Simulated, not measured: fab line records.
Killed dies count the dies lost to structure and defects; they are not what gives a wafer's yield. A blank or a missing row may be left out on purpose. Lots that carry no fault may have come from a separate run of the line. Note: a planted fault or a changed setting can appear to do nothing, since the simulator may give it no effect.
Comparing a struck lot with a sound one ; flow sfq_line ; 18 steps out of a route of 325
Sound: these wafers, L547.2, L547.4, L547.5. Struck: wafers L552.1, L552.2. (L552.4 of the same lot was not struck and is left out.) The cause comes at the end.
Each step with rows lists, per side, the tool, then ch with its chambers, then its first start. Under that, the readings that differ: sound wafers ; struck wafers ; difference of the means ; sigmas: that difference in standard deviations of wafers without a fault.
alike: readings with means less than 2 such deviations apart, plus words and numbers identical on both sides. not compared: withheld readings, readings lacking a value on some wafer, bounds such as >300 that could conceal the same value, and numbers that have no deviation in the record and whose values overlap.
A row with sigmas, a row that says differs or no value, or rows on one side alone: a step with any of these is where the two part. Numbers that have no deviation but don't overlap get no sigmas and don't part them. Lack of a reading on every wafer of one side parts them only where that side has two or more wafers.

first, 1 step without rows for these wafers: SFQ_TRILAYER_JJ_CE_LITHO_DEVELOP_116 (time 60 s).
SFQ_JJ_OVL_MEAS_931:
  sound on overlay-01 at day 62 07:53; struck on overlay-01 at day 64 02:37
  alike: J5_OVL
SFQ_TRILAYER_JJ_CE_METRO_MEASURE_117:
  sound on cd_sem-02 at day 62 08:07; struck on cd_sem-01 at day 64 02:39
  alike: cd_nm
SFQ_TRILAYER_JJ_CE_BARC_OPEN_RIE_150: chemistry O2, target BARC, target depth 240 nm, time 80 s.
  sound on rie_metal-01 ch 0,1, day 62 09:07; struck on rie_metal-01 ch 1, day 64 03:51
  alike: drypump_motor_current_A, oes_product_au
  not compared: rf_hours_counter_h
SFQ_TRILAYER_JJ_CE_ETCH_RIE_118: chemistry SF6, target Nb, stops on Al2O3, time 97.7 s, target depth 170 nm.
  sound on rie_metal-01 ch 0,1, day 62 09:12; struck on rie_metal-01 ch 1, day 64 04:02
  alike: drypump_motor_current_A, oes_product_au
  not compared: rf_hours_counter_h
after that, 1 step had no rows for these wafers: SFQ_TRILAYER_JJ_ANODIZE_ANODIZE_119.
SFQ_TRILAYER_JJ_CE_STRIP_STRIP_120: strips in O2.
  sound on rie_metal-04 ch 0,1, day 62 09:48; struck on rie_metal-02 ch 0,1, day 64 04:48
  alike: drypump_motor_current_A, oes_product_au
  not compared: rf_hours_counter_h
then, 5 steps without rows for these wafers: SFQ_TRILAYER_JJ_CE_STRIP_SOLV_CLEAN_121 (cleans in NMP, time 600 s); SFQ_TRILAYER_M5_LITHO_COAT_128 (resist thk 62 nm); SFQ_TRILAYER_M5_LITHO_COAT_123 (resist thk 600 nm); SFQ_TRILAYER_M5_LITHO_SOFTBAKE_127; SFQ_TRILAYER_M5_LITHO_EXPOSE_124 (exposes mask M5, target cd 700 nm).
-- the record jumps here: 4 days lie between the struck wafers' starts before and after --
SFQ_TRILAYER_M5_LITHO_PEB_126: peb time 60 s.
  sound on litho_track-03 ch 0, day 67 05:44; struck on litho_track-04 ch 0, day 68 06:55
then, 1 step without rows for these wafers: SFQ_TRILAYER_M5_LITHO_DEVELOP_125 (time 60 s).
SFQ_M5_OVL_MEAS_932:
  sound on overlay-01 at day 67 06:01; struck on overlay-02 at day 68 07:13
  alike: M5_OVL
SFQ_TRILAYER_M5_BARC_OPEN_METAL_ETCH_161: etches BARC in O2, target depth 125 nm, time 41.7 s.
  sound on rie_metal-02 ch 0,1, day 67 06:03; struck on rie_metal-02 ch 0,1, day 68 07:15
reading;sound;struck;difference;sigmas
model.M5.cd_nm (nm);699.8 698.9 699.4;696 695.5;-4;
  alike: drypump_motor_current_A, oes_product_au
  not compared: rf_hours_counter_h
SFQ_TRILAYER_M5_ETCH_METAL_ETCH_126: etches Nb in Cl2/BCl3, stops on SiO2, time 203.2 s, target depth 265 nm.
  sound on rie_metal-02 ch 0,1, day 67 06:07; struck on rie_metal-02 ch 0,1, day 68 07:19
reading;sound;struck;difference;sigmas
model.M5.cd_nm (nm);700.4 700.4 701;695.6 695.8;-4.9;
  alike: drypump_motor_current_A, oes_product_au
  not compared: rf_hours_counter_h
SFQ_TRILAYER_M5_STRIP_STRIP_127: strips in O2.
  sound on rie_metal-02 ch 0,1, day 67 06:18; struck on rie_metal-02 ch 0,1, day 68 07:30
  alike: drypump_motor_current_A, oes_product_au
  not compared: rf_hours_counter_h

== WHERE THEY PART ==
Nowhere in this record.

WHY: what had been put in by the simulator
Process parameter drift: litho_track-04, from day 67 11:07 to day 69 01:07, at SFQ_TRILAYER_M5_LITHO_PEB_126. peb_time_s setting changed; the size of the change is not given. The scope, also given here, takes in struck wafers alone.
